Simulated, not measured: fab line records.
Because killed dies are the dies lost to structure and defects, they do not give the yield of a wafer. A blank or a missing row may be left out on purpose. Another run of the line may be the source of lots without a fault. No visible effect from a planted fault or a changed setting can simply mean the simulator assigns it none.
Matching of chambers / flow sky130 / 4 sister chambers for SKY_CONTACT_CMP_27 on cmp-02
The step polishes, stops on SiO2, t overpolish 15 s, target thk 0 nm. 16 wafers are shown with their chamber, then 8 later ones without.

WAFERS, EACH WITH ITS CHAMBER
wafer=L932.1; chamber=0; motorCurrentA (A)=10.6; overpolishRunS (s)=15.002; timeToEndpointS (s)=79
wafer=L932.2; chamber=2; motorCurrentA (A)=10.9; overpolishRunS (s)=15.001; timeToEndpointS (s)=78
wafer=L932.3; chamber=3; motorCurrentA (A)=9.5; overpolishRunS (s)=14.998; timeToEndpointS (s)=84
wafer=L939.4; chamber=2; motorCurrentA (A)=11.0; overpolishRunS (s)=14.985; timeToEndpointS (s)=87
wafer=L939.5; chamber=3; motorCurrentA (A)=9.6; overpolishRunS (s)=15.004; timeToEndpointS (s)=86
wafer=L939.6; chamber=0; motorCurrentA (A)=10.4; overpolishRunS (s)=14.988; timeToEndpointS (s)=93
wafer=L946.1; chamber=2; motorCurrentA (A)=11.8; overpolishRunS (s)=14.999; timeToEndpointS (s)=81
wafer=L946.5; chamber=1; motorCurrentA (A)=10.9; overpolishRunS (s)=15.001; timeToEndpointS (s)=82
wafer=L946.6; chamber=2; motorCurrentA (A)=11.5; overpolishRunS (s)=14.998; timeToEndpointS (s)=84
wafer=L948.3; chamber=1; motorCurrentA (A)=11.4; overpolishRunS (s)=14.994; timeToEndpointS (s)=80
wafer=L948.4; chamber=0; motorCurrentA (A)=10.6; overpolishRunS (s)=15.018; timeToEndpointS (s)=82
wafer=L948.5; chamber=2; motorCurrentA (A)=11.9; overpolishRunS (s)=15.002; timeToEndpointS (s)=77
wafer=L949.1; chamber=2; motorCurrentA (A)=11.9; overpolishRunS (s)=14.989; timeToEndpointS (s)=77
wafer=L949.2; chamber=3; motorCurrentA (A)=9.0; overpolishRunS (s)=15.023; timeToEndpointS (s)=81
wafer=L949.6; chamber=0; motorCurrentA (A)=10.7; overpolishRunS (s)=15.024; timeToEndpointS (s)=80
wafer=L950.1; chamber=0; motorCurrentA (A)=10.6; overpolishRunS (s)=15.005; timeToEndpointS (s)=82

SIGNATURES, as means of the wafers listed above
reading=motorCurrentA; chamber 0=10.580; chamber 1=11.150; chamber 2=11.500; chamber 3=9.367; scatter within a chamber=0.342
reading=overpolishRunS; chamber 0=15.00740; chamber 1=14.99750; chamber 2=14.99567; chamber 3=15.00833; scatter within a chamber=0.0108
reading=timeToEndpointS; chamber 0=83.20; chamber 1=81.00; chamber 2=80.67; chamber 3=83.67; scatter within a chamber=4.35
Rule: for each reading, subtract the chamber's mean from the wafer's reading, divide by that reading's scatter and square the result; add these up over the readings and take the root, which gives the wafer's distance from the chamber. If the next closest chamber is less than 2 further off than the closest, the wafer can't be placed; otherwise it belongs to the closest. The scatter: take each reading less its chamber's mean, square it, sum over the shown wafers, divide by the number of wafers less the number of chambers, and take the root.

WAFERS WITHOUT THEIR CHAMBER
wafer=L950.2; motorCurrentA (A)=9.9; overpolishRunS (s)=14.982; timeToEndpointS (s)=83
wafer=L950.4; motorCurrentA (A)=12.2; overpolishRunS (s)=15.010; timeToEndpointS (s)=85
wafer=L952.3; motorCurrentA (A)=12.0; overpolishRunS (s)=14.990; timeToEndpointS (s)=79
wafer=L952.4; motorCurrentA (A)=10.2; overpolishRunS (s)=14.994; timeToEndpointS (s)=84
wafer=L952.5; motorCurrentA (A)=11.5; overpolishRunS (s)=15.003; timeToEndpointS (s)=81
wafer=L953.2; motorCurrentA (A)=11.5; overpolishRunS (s)=14.991; timeToEndpointS (s)=75
wafer=L953.3; motorCurrentA (A)=11.7; overpolishRunS (s)=15.005; timeToEndpointS (s)=77
wafer=L953.4; motorCurrentA (A)=9.3; overpolishRunS (s)=15.004; timeToEndpointS (s)=79

WHICH CHAMBER EACH WENT THROUGH
wafer=L950.2; from the rows above=can't be placed: 3 or 0 or 1 or 2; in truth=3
wafer=L950.4; from the rows above=can't be placed: 2 or 1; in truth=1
wafer=L952.3; from the rows above=can't be placed: 2 or 1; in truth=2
wafer=L952.4; from the rows above=can't be placed: 0 or 3 or 1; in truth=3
wafer=L952.5; from the rows above=can't be placed: 2 or 1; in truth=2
wafer=L953.2; from the rows above=can't be placed: 2 or 1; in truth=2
wafer=L953.3; from the rows above=can't be placed: 2 or 1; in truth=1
wafer=L953.4; from the rows above=3; in truth=3
1 of 8 placed correctly. Not placeable from these rows: 7 (in 7, the candidates include the true chamber). 0 placed wrongly.
